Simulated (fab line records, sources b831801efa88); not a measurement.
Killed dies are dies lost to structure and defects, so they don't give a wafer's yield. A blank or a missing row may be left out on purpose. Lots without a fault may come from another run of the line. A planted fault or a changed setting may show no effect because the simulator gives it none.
fab line records | flow sky130
record lots=24 wafers=72 last_day=50
route steps=708 shown POLY_GATE@231 LDD_HVN@274 LI_CONTACT@363 LOCAL_INTERCONNECT@388 CONTACT@430
lots that met no fault: from a run of the same line without faults
start_h: hours from the record's first day to the start of the lot's first wafer shown | wait_h: hours since the lot's step before | " the same as in the row above | L1.1+2: a row that stands for several wafers | - no value, or no start given | * or withheld: withheld | < > ~ a bound
route shown NAME@n: a module of which the file shows steps, and the number in the route of the first | usual: mean/standard deviation of fault-free wafers | same: alike in all rows | chamber/n: place in a boat | sites: the reading at each site | _std_site: their standard deviation | _edge_site: outer sites' mean less inner sites' | radius_mm: how far each site lies from the wafer's centre | mask NAME#n: copy n | behind: the tool/chamber that last shaped the wafer | hold: why the lot was held/for how many hours/how that ended | device: the transistor (n, p or np) that didn't switch | end of line: the same wafers' tests at the end of the route | a step without rows: its recipe alone | killed: dies lost to structure and defects at the first sort, not the wafer's yield | map: a wafer's dies, x killed, . not, _ none there
set.NAME: the setting as run; set.NAME@STEP: as run at that earlier step | model.NAME: the simulator's own value behind a step, which no gauge read
steps of the route over a sample of lots; a table a step, a row a wafer
services: from which hour (start_h, from the record's first day; less than 0 if before it) a tool's chamber was out of use, for how many hours, and why
## steps
# step SKY_POLY_GATE_ETCH_17
# recipe target_depth_nm=180 stop_on=SiO2 over_etch_frac=0.56667 chemistry=HBr/Cl2 target=poly-Si icp_w=400 bias_w=100 pressure_mtorr=10 HBr_flow_sccm=150 Cl2_flow_sccm=50 time_s=70.5
# usual drypump_motor_current_A=5.6/0.5 oes_product_au=0.987/0.0072 throttle_valve_pct=33.684/0.0099
# columns lot.wafer tool chamber start_h wait_h drypump_motor_current_A oes_product_au rf_hours_counter_h throttle_valve_pct
L075.2 rie_si-01 2 400.07 0.0 5.3 0.995 6 33.700
L075.4 " 0 " " 5.1 0.996 - 33.671
L075.5 " 2 " " 5.3 0.989 - 33.672
L074.1 rie_si-02 2 402.52 0.0 4.9 0.985 45 33.672
L074.4 " 1 " " 5.9 0.988 - 33.684
L074.6 " 2 " " 4.9 0.997 - 33.676
L076.2 rie_si-01 3 402.75 0.0 6.0 0.994 72 33.689
L076.3 " 0 " " 5.1 1.001 47 33.690
L076.5 " 0 " " 5.1 0.991 - 33.668
L077.2 rie_si-01 0 406.39 0.0 5.1 0.986 47 33.660
L077.4 " 1 " " 5.7 0.978 0 33.688
L077.5 " 3 " " 6.0 0.983 - 33.680
L078.1 rie_si-01 3 421.54 0.0 6.0 1.003 72 33.670
L078.2 " 0 " " 5.1 1.002 47 33.692
L078.3 " 2 " " 5.3 0.993 6 33.680
L079.2 rie_si-02 2 433.32 0.0 4.8 0.979 45 33.676
L079.4 " 3 " " 5.4 0.976 25 33.691
L079.6 " 1 " " 5.9 0.981 - 33.699
L080.2 rie_si-02 3 437.95 0.0 5.3 0.977 25 33.680
L080.3 " 2 " " 4.9 0.981 46 33.686
L080.6 " 0 " " 6.5 0.984 - 33.651
L082.1 rie_si-02 0 441.52 0.0 6.5 0.992 0 33.668
L082.3 " 1 " " 5.9 0.980 7 33.685
L082.6 " 3 " " 5.4 0.984 - 33.679
L081.2 rie_si-01 1 443.77 0.0 5.7 0.998 0 33.688
L081.3 " 0 " " 5.1 0.988 47 33.681
L081.6 " 0 " " 5.1 0.995 - 33.674
L083.2 rie_si-01 0 458.72 0.0 5.1 0.988 47 33.678
L083.3 " 3 " " 6.0 0.983 0 33.706
L083.4 " 2 " " 5.4 0.983 7 33.664
L084.1 rie_si-02 1 471.34 0.0 5.9 0.983 7 33.686
L084.2 " 0 " " 6.5 0.981 0 33.689
L084.5 " 2 " " 4.9 0.992 - 33.677
L085.1 rie_si-01 1 473.94 0.0 5.7 0.992 1 33.688
L085.2 " 3 " " 6.0 0.992 0 33.677
L085.4 " 2 " " 5.4 0.999 7 33.682
L086.3 rie_si-02 3 484.50 0.0 5.4 0.979 26 33.667
L086.5 " 1 " " 5.9 0.987 - 33.685
L086.6 " 2 " " 4.8 0.980 - 33.696
L087.1 rie_si-01 3 489.44 0.0 6.0 0.986 0 33.714
L087.2 " 0 " " 5.1 0.992 47 33.668
L087.4 " 2 " " 5.3 0.985 7 33.689
L088.2 rie_si-02 1 495.65 0.0 5.9 0.997 7 33.683
L088.3 " 0 " " 6.5 0.989 0 33.678
L088.6 " 0 " " 6.5 0.994 - 33.680
L089.1 rie_si-01 2 502.04 0.0 5.3 0.986 7 33.682
L089.4 " 2 " " 5.4 0.978 - 33.682
L089.5 " 3 " " 6.0 0.982 - 33.677
L090.1 rie_si-02 0 508.04 0.0 6.6 0.996 1 33.671
L090.2 " 2 " " 4.9 0.990 46 33.694
L090.6 " 0 " " 6.6 0.981 - 33.693
L091.2 rie_si-01 2 518.39 0.0 5.4 0.975 7 33.695
L091.3 " 3 " " 6.0 0.985 0 33.696
L091.5 " 1 " " 5.7 0.987 - 33.699
L092.1 rie_si-02 0 531.55 0.0 6.6 0.982 1 33.691
L092.2 " 3 " " 5.4 0.983 26 33.666
L092.4 " 2 " " 4.8 0.990 46 33.690
L093.2 rie_si-01 1 537.45 0.0 5.7 0.990 1 33.673
L093.5 " 3 " " 6.0 0.985 - 33.692
L093.6 " 1 " " 5.7 0.987 - 33.673
L094.1 rie_si-02 1 549.30 0.0 5.9 0.983 7 33.693
L094.2 " 0 " " 6.6 0.985 1 33.684
L094.4 " 1 " " 5.9 0.990 - 33.681
L095.2 rie_si-01 0 562.79 0.0 5.1 0.976 0 33.684
L095.3 " 1 " " 5.7 0.989 1 33.675
L095.4 " 3 " " 5.9 0.980 0 33.696
L097.2 rie_si-02 3 565.99 0.0 5.4 0.980 26 33.693
L097.5 " 1 " " 5.9 0.989 - 33.676
L097.6 " 0 " " 6.5 0.981 - 33.672
L096.2 rie_si-01 2 567.87 0.0 5.3 0.984 7 33.682
L096.4 " 3 " " 6.0 0.986 0 33.692
L096.6 " 0 " " 5.1 0.986 - 33.685
# step SKY_LDD_HVN_OVL_MEAS_07
# usual LDD_HVN_OVL=-0.2/1.2
# columns lot.wafer tool chamber start_h wait_h LDD_HVN_OVL[nm]
L075.2 overlay-02 - 496.50 0.1 -0.7
L075.4 " - " " -1.7
L075.5 " - " " -0.7
L074.1 overlay-02 - 498.80 0.1 -0.9
L074.4 " - " " -0.6
L074.6 " - " " -1.0
L076.2 overlay-02 - 499.17 0.1 -1.1
L076.3 " - " " -0.9
L076.5 " - " " -0.1
L077.2 overlay-01 - 501.47 0.1 -1.9
L077.4 " - " " 0.1
L077.5 " - " " 1.1
L078.1 overlay-02 - 517.39 0.1 0.4
L078.2 " - " " 0.1
L078.3 " - " " 1.0
L079.2 overlay-01 - 529.17 0.1 -0.9
L079.4 " - " " 0.1
L079.6 " - " " 1.9
L080.2 overlay-02 - 533.87 0.1 0.9
L080.3 " - " " -0.7
L080.6 " - " " -1.0
L082.1 overlay-01 - 537.50 0.1 0.5
L082.3 " - " " 0.2
L082.6 " - " " 0.3
L081.2 overlay-02 - 538.02 0.1 0.5
L081.3 " - " " -0.8
L081.6 " - " " 0.9
L083.2 overlay-01 - 552.46 0.1 -1.5
L083.3 " - " " -1.7
L083.4 " - " " -0.2
L084.1 overlay-01 - 565.54 0.1 1.9
L084.2 " - " " -0.1
L084.5 " - " " 0.7
L085.1 overlay-02 - 567.55 0.1 0.9
L085.2 " - " " 0.7
L085.4 " - " " 0.9
L086.3 overlay-01 - 577.71 0.1 -0.5
L086.5 " - " " 1.1
L086.6 " - " " 0.6
L087.1 overlay-02 - 582.26 0.1 -0.4
L087.2 " - " " 0.5
L087.4 " - " " 0.0
L088.2 overlay-02 - 589.77 0.1 -1.7
L088.3 " - " " -2.0
L088.6 " - " " -2.7
L089.1 overlay-02 - 594.40 0.1 -1.1
L089.4 " - " " -3.6
L089.5 " - " " -0.5
L090.1 overlay-01 - 598.86 0.1 1.7
L090.2 " - " " 0.1
L090.6 " - " " -0.8
L091.2 overlay-02 - 609.86 0.1 -0.4
L091.3 " - " " -0.2
L091.5 " - " " 1.4
L092.1 overlay-01 - 622.74 0.1 0.0
L092.2 " - " " -0.9
L092.4 " - " " -1.5
L093.2 overlay-01 - 628.45 0.1 -1.6
L093.5 " - " " -2.1
L093.6 " - " " -0.3
L094.1 overlay-01 - 640.56 0.1 0.5
L094.2 " - " " 2.9
L094.4 " - " " 1.1
L095.2 overlay-01 - 654.35 0.1 0.2
L095.3 " - " " 0.4
L095.4 " - " " 0.9
L097.2 overlay-01 - 655.95 0.1 -1.9
L097.5 " - " " -1.5
L097.6 " - " " 0.6
L096.2 overlay-02 - 658.45 0.1 -0.8
L096.4 " - " " 0.7
L096.6 " - " " -1.4
# step SKY_LI_CONTACT_THK_MEAS_01
# recipe reads=PSG_of_LI_CONTACT_HDPCVD_00
# usual LI_CONTACT_HDPCVD_THK=909/9.6
# columns lot.wafer tool chamber start_h wait_h LI_CONTACT_HDPCVD_THK[nm]
L075.2 film_metro-01 - 680.71 0.1 913
L075.4 " - " " 917
L075.5 " - " " 919
L074.1 film_metro-01 - 682.66 0.1 919
L074.4 " - " " 910
L074.6 " - " " 928
L076.2 film_metro-04 - 683.08 0.1 908
L076.3 " - " " 917
L076.5 " - " " 927
L077.2 film_metro-03 - 685.05 0.1 926
L077.4 " - " " 930
L077.5 " - " " 903
L078.1 film_metro-03 - 695.81 0.1 905
L078.2 " - " " 903
L078.3 " - " " 906
L079.2 film_metro-01 - 708.64 0.1 914
L079.4 " - " " 918
L079.6 " - " " 919
L080.2 film_metro-01 - 714.28 0.1 912
L080.3 " - " " 902
L080.6 " - " " 894
L081.2 film_metro-04 - 717.13 0.1 913
L081.3 " - " " 907
L081.6 " - " " 907
L082.1 film_metro-03 - 717.90 0.1 910
L082.3 " - " " 904
L082.6 " - " " 904
L083.2 film_metro-04 - 727.93 0.1 911
L083.3 " - " " 922
L083.4 " - " " 923
L084.1 film_metro-01 - 740.81 0.1 918
L084.2 " - " " 912
L084.5 " - " " 912
L085.1 film_metro-01 - 744.34 0.1 897
L085.2 " - " " 911
L085.4 " - " " 904
L086.3 film_metro-01 - 751.02 0.1 924
L086.5 " - " " 916
L086.6 " - " " 925
L087.1 film_metro-04 - 755.04 0.1 906
L087.2 " - " " 895
L087.4 " - " " 899
L088.2 film_metro-03 - 766.48 0.1 912
L088.3 " - " " 883
L088.6 " - " " 901
L089.1 film_metro-04 - 768.52 0.1 899
L089.4 " - " " 901
L089.5 " - " " 913
L090.1 film_metro-04 - 773.70 0.1 914
L090.2 " - " " 910
L090.6 " - " " 932
L091.2 film_metro-01 - 781.85 0.1 910
L091.3 " - " " 898
L091.5 " - " " 908
L092.1 film_metro-01 - 794.25 0.1 915
L092.2 " - " " 906
L092.4 " - " " 901
L093.2 film_metro-03 - 800.47 0.1 896
L093.5 " - " " 886
L093.6 " - " " 888
L094.1 film_metro-01 - 812.84 0.1 908
L094.2 " - " " 904
L094.4 " - " " 905
L095.2 film_metro-01 - 822.71 0.1 908
L095.3 " - " " 899
L095.4 " - " " 915
L097.2 film_metro-03 - 825.79 0.1 906
L097.5 " - " " 913
L097.6 " - " " 916
L096.2 film_metro-04 - 829.04 0.1 902
L096.4 " - " " 898
L096.6 " - " " 907
# step SKY_LOCAL_INTERCONNECT_RS_MEAS_01
# recipe thk_meas_gauge=four-point-probe reads=TiN_of_LOCAL_INTERCONNECT_SPUTTER_00
# usual LOCAL_INTERCONNECT_TIN_RS=14.15/0.15
# columns lot.wafer tool chamber start_h wait_h LOCAL_INTERCONNECT_TIN_RS[ohm/sq]
L075.2 film_metro-03 - 710.95 0.1 14.27
L075.4 " - " " 14.14
L075.5 " - " " 14.12
L074.1 film_metro-02 - 713.03 0.0 14.49
L074.4 " - " " 14.40
L074.6 " - " " 14.45
L076.2 film_metro-01 - 713.15 0.1 14.46
L076.3 " - " " 14.17
L076.5 " - " " 14.01
L077.2 film_metro-03 - 715.06 0.1 14.27
L077.4 " - " " 14.27
L077.5 " - " " 13.92
L078.1 film_metro-03 - 725.17 0.0 14.21
L078.2 " - " " 14.20
L078.3 " - " " 13.90
L079.2 film_metro-01 - 737.35 0.1 13.88
L079.4 " - " " 14.20
L079.6 " - " " 14.09
L080.2 film_metro-01 - 743.51 0.1 14.16
L080.3 " - " " 14.05
L080.6 " - " " 14.10
L081.2 film_metro-01 - 746.21 0.1 14.24
L081.3 " - " " 14.00
L081.6 " - " " 14.04
L082.1 film_metro-02 - 747.09 0.0 14.02
L082.3 " - " " 13.98
L082.6 " - " " 14.17
L083.2 film_metro-03 - 757.05 0.1 14.18
L083.3 " - " " 14.40
L083.4 " - " " 14.25
L084.1 film_metro-01 - 770.48 0.0 14.12
L084.2 " - " " 14.38
L084.5 " - " " 14.13
L085.1 film_metro-03 - 774.48 0.0 14.36
L085.2 " - " " 14.31
L085.4 " - " " 14.18
L086.3 film_metro-02 - 779.77 0.1 14.10
L086.5 " - " " 14.11
L086.6 " - " " 14.22
L087.1 film_metro-03 - 784.33 0.0 14.20
L087.2 " - " " 14.25
L087.4 " - " " 13.94
L088.2 film_metro-01 - 795.67 0.1 14.21
L088.3 " - " " 14.12
L088.6 " - " " 14.22
L089.1 film_metro-02 - 797.33 0.0 13.89
L089.4 " - " " 14.20
L089.5 " - " " 13.92
L090.1 film_metro-02 - 802.39 0.0 13.94
L090.2 " - " " 14.32
L090.6 " - " " 13.96
L091.2 film_metro-01 - 810.15 0.1 14.39
L091.3 " - " " 14.16
L091.5 " - " " 14.46
L092.1 film_metro-03 - 822.47 0.0 14.13
L092.2 " - " " 14.16
L092.4 " - " " 14.02
L093.2 film_metro-02 - 829.30 0.1 13.94
L093.5 " - " " 13.97
L093.6 " - " " 13.98
L094.1 film_metro-03 - 841.53 0.0 14.09
L094.2 " - " " 14.07
L094.4 " - " " 14.01
L095.2 film_metro-02 - 851.00 0.1 14.00
L095.3 " - " " 13.98
L095.4 " - " " 14.15
L097.2 film_metro-01 - 853.92 0.1 14.23
L097.5 " - " " 14.34
L097.6 " - " " 14.25
L096.2 film_metro-02 - 857.97 0.1 14.11
L096.4 " - " " 14.16
L096.6 " - " " 13.80
# step SKY_LOCAL_INTERCONNECT_CD_MEAS_11
# recipe target_cd_nm=170
# usual cd_nm=170.0/1.6
# columns lot.wafer tool chamber start_h wait_h cd_nm
L075.2 cd_sem-01 - 738.38 - 166.1
L075.4 " - " " 168.3
L075.5 " - " " 168.5
L074.1 cd_sem-01 - 740.55 - 171.5
L074.4 " - " " 170.7
L074.6 " - " " 172.1
L076.2 cd_sem-01 - 740.92 - 168.7
L076.3 " - " " 168.6
L076.5 " - " " 168.9
L077.2 cd_sem-02 - 743.06 - 171.5
L077.4 " - " " 172.1
L077.5 " - " " 173.3
L078.1 cd_sem-02 - 752.74 - 168.6
L078.2 " - " " 167.4
L078.3 " - " " 169.6
L079.2 cd_sem-01 - 764.27 - 170.2
L079.4 " - " " 169.0
L079.6 " - " " 169.6
L080.2 cd_sem-02 - 771.38 - 172.2
L080.3 " - " " 172.3
L080.6 " - " " 171.9
L081.2 cd_sem-02 - 774.21 - 168.5
L081.3 " - " " 166.8
L081.6 " - " " 166.7
L082.1 cd_sem-02 - 774.84 - 170.5
L082.3 " - " " 170.2
L082.6 " - " " 170.2
L083.2 cd_sem-02 - 785.29 - 169.7
L083.3 " - " " 170.0
L083.4 " - " " 169.6
L084.1 cd_sem-02 - 797.26 - 168.7
L084.2 " - " " 169.8
L084.5 " - " " 170.1
L085.1 cd_sem-01 - 801.95 - 168.9
L085.2 " - " " 169.2
L085.4 " - " " 170.8
L086.3 cd_sem-02 - 806.29 - 172.1
L086.5 " - " " 172.1
L086.6 " - " " 172.1
L087.1 cd_sem-02 - 810.95 - 169.9
L087.2 " - " " 168.6
L087.4 " - " " 171.0
L088.2 cd_sem-02 - 822.63 - 170.5
L088.3 " - " " 168.2
L088.6 " - " " 171.1
L089.1 cd_sem-02 - 824.10 - 168.8
L089.4 " - " " 170.6
L089.5 " - " " 170.5
L090.1 cd_sem-02 - 828.90 - 168.2
L090.2 " - " " 169.0
L090.6 " - " " 167.8
L091.2 cd_sem-01 - 836.56 - 168.4
L091.3 " - " " 168.1
L091.5 " - " " 168.2
L092.1 cd_sem-01 - 848.76 - 172.4
L092.2 " - " " 171.9
L092.4 " - " " 172.3
L093.2 cd_sem-02 - 855.78 - 169.7
L093.5 " - " " 169.7
L093.6 " - " " 170.5
L094.1 cd_sem-02 - 868.64 - 170.2
L094.2 " - " " 170.2
L094.4 " - " " 171.7
L095.2 cd_sem-02 - 878.46 - 173.1
L095.3 " - " " 172.2
L095.4 " - " " 173.0
L097.2 cd_sem-01 - 880.82 - 169.1
L097.5 " - " " 168.8
L097.6 " - " " 169.2
L096.2 cd_sem-01 - 884.74 - 170.1
L096.4 " - " " 170.6
L096.6 " - " " 171.2
# step SKY_CONTACT_CVD_24
# recipe material=W target_thk_nm=340 time_s=102.12 temp_c=400 pressure_torr=40
# usual heater_power_outer_w=512/28 heater_power_w=836/45 susceptor_temp_C=399.98/0.23
# columns lot.wafer tool chamber start_h wait_h heater_power_outer_w heater_power_w since_wet_clean_h susceptor_temp_C
L075.2 cvd_w-02 1 767.79 0.0 510 836 864 400.30
L075.4 " 1 " " 512 812 - 400.16
L075.5 " 1 " " 521 824 - 400.09
L074.1 cvd_w-01 0 770.59 0.0 527 911 367 400.31
L074.4 " 1 " " 478 778 - 400.15
L074.6 " 1 " " 475 797 - 400.00
L076.2 cvd_w-02 1 771.70 0.0 525 828 868 399.70
L076.3 " 1 " " 513 809 - 399.52
L076.5 " 0 " " 524 879 - 399.83
L077.2 cvd_w-01 1 773.64 0.0 472 786 370 399.86
L077.4 " 0 " " 537 872 - 400.17
L077.5 " 0 " " 550 854 - 399.56
L078.1 cvd_w-01 1 783.58 0.0 481 786 380 399.95
L078.2 " 0 " " 541 881 380 399.88
L078.3 " 0 " " 540 895 - 400.14
L079.2 cvd_w-02 0 793.71 0.0 526 889 890 399.65
L079.4 " 0 " " 539 882 - 399.71
L079.6 " 0 " " 536 867 - 399.57
L080.2 cvd_w-01 1 800.69 0.0 488 755 397 399.96
L080.3 " 0 " " 563 891 - 399.62
L080.6 " 0 " " 539 881 - 399.75
L081.2 cvd_w-01 1 803.65 0.0 475 782 400 400.03
L081.3 " 0 " " 544 916 - 400.24
L081.6 " 0 " " 540 891 - 400.31
L082.1 cvd_w-02 0 804.36 0.0 529 862 900 399.79
L082.3 " 0 " " 534 899 - 399.95
L082.6 " 0 " " 523 881 - 400.18
L083.2 cvd_w-01 0 815.03 0.0 540 893 411 399.79
L083.3 " 0 " " 533 889 - 399.77
L083.4 " 1 " " 477 773 - 399.97
L084.1 cvd_w-01 0 826.02 0.0 547 881 422 399.78
L084.2 " 1 " " 471 790 422 400.04
L084.5 " 0 " " 554 893 - 400.10
L085.1 cvd_w-01 1 831.46 0.0 482 796 427 400.05
L085.2 " 0 " " 552 876 427 399.79
L085.4 " 0 " " 545 899 - 400.15
L086.3 cvd_w-02 1 835.13 0.1 517 813 - 400.25
L086.5 " 1 " " 512 824 - 400.17
L086.6 " 0 " " 529 855 - 400.38
L087.1 cvd_w-02 1 839.51 0.0 531 817 936 400.19
L087.2 " 0 " " 530 866 936 400.05
L087.4 " 0 " " 534 898 - 399.76
L088.2 cvd_w-01 0 852.07 0.0 546 894 448 399.99
L088.3 " 0 " " 554 880 - 399.87
L088.6 " 0 " " 536 903 - 400.23
L089.1 cvd_w-01 1 853.10 0.0 472 815 449 400.37
L089.4 " 0 " " 554 895 - 399.76
L089.5 " 0 " " 547 866 - 399.65
L090.1 cvd_w-01 0 858.16 0.0 547 888 454 400.13
L090.2 " 1 " " 477 800 454 400.06
L090.6 " 0 " " 550 893 - 399.84
L091.2 cvd_w-01 1 865.76 0.0 489 793 462 399.93
L091.3 " 0 " " 539 878 - 400.23
L091.5 " 0 " " 531 888 - 400.38
L092.1 cvd_w-02 1 877.92 0.0 512 829 974 399.83
L092.2 " 0 " " 520 874 974 399.88
L092.4 " 0 " " 525 867 - 399.96
L093.2 cvd_w-01 0 885.31 0.0 539 898 481 400.46
L093.5 " 0 " " 533 881 - 400.33
L093.6 " 1 " " 489 777 - 399.78
L094.1 cvd_w-02 1 896.91 0.0 522 805 993 399.98
L094.2 " 0 " " 543 870 993 399.74
L094.4 " 0 " " 520 891 - 400.10
L095.2 cvd_w-01 1 906.39 0.1 486 798 - 399.97
L095.3 " 1 " " 476 787 - 400.03
L095.4 " 1 " " 484 781 - 399.88
L097.2 cvd_w-01 1 908.34 0.1 487 775 - 399.74
L097.5 " 1 " " 482 789 - 399.56
L097.6 " 1 " " 483 770 - 399.77
L096.2 cvd_w-01 0 911.63 0.0 541 898 508 399.87
L096.4 " 1 " " 484 782 - 399.99
L096.6 " 0 " " 541 892 - 399.49
## services
# columns tool chamber start_h hours kind
cvd_w-02 1 378.53 4.2 repair
cvd_w-01 - 390.00 14.0 pm
rie_si-02 0 398.69 8.4 repair
rie_si-02 - 406.25 0.3 repair
cvd_w-02 - 415.90 6.0 pm
rie_si-01 1 493.52 9.3 repair
cvd_w-01 - 516.00 6.9 pm
cvd_w-02 1 517.27 3.8 repair
rie_si-02 - 532.93 0.3 repair
rie_si-02 3 533.16 2.9 repair
cvd_w-01 1 593.42 13.4 repair
cvd_w-01 - 667.82 4.2 repair
rie_si-02 - 670.86 2.8 pm
rie_si-02 1 679.09 5.1 repair
cvd_w-01 - 696.16 6.0 pm
cvd_w-02 - 700.25 0.5 repair
cvd_w-02 - 713.34 2.4 repair
cvd_w-02 - 716.97 2.8 pm
cvd_w-01 0 746.74 6.6 repair
cvd_w-02 - 846.81 1.0 repair
rie_si-01 0 857.85 5.5 repair
cvd_w-02 - 866.91 0.7 repair
rie_si-01 3 891.38 13.0 repair
cvd_w-01 0 902.74 6.5 repair
## key
fault none
